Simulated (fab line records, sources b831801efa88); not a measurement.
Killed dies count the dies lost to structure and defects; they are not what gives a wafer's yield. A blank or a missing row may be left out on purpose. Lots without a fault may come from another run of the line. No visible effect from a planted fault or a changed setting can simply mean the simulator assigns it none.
What tool caused it?    flow sky130    route of 708 steps, sampled at 1 step: 12 lots, 36 wafers

WHAT THE GAUGES SHOWED, per wafer
SKY_CONTACT_THK_MEAS_03.
lot   measured      on            CONTACT_HDPCVD_THK (nm)
L075  day 31 05:58  filmMetro-04  550 554 563
L077  day 31 23:37  filmMetro-01  567 571 575
L079  day 32 18:11  filmMetro-03  559 562 561
L081  day 33 01:01  filmMetro-01  565 559 558
L083  day 33 18:43  filmMetro-04  554 551 559
L085  day 34 07:31  filmMetro-04  559 558 554
L086  day 34 22:26  filmMetro-04  569 559 560
L089  day 35 15:35  filmMetro-03  567 570 569
L091  day 36 01:26  filmMetro-03  568 570 560
L093  day 36 22:58  filmMetro-04  566 577 566
L095  day 37 02:57  filmMetro-01  544 560 556
L097  day 37 21:15  filmMetro-04  559 555 550

WHICH TOOL RAN EACH LOT (tool, then ch and the chambers of the sampled wafers, then the start)
No process step before these readings appears in the record.

THE ANSWER, worked out from the rows above alone
Rule: what is usual is taken from the lots themselves. Put in order of their means at a reading, lots are off if they are a third of the lots or fewer, leave a main group of 4 or more, and stand apart from it by a gap of 3 or more times the standard deviation of the main group's means; of several such gaps the widest counts. If all means in a main group match to the digits the tables above print for the reading, that group is not used. A lot without any number at a reading at which 4 lots or more have one is off too. The other lots that the step has rows for count as sound.
Across all readings shown, no lot is off: no conclusion can be drawn from this.

WHAT WAS PUT IN BY THE SIMULATOR
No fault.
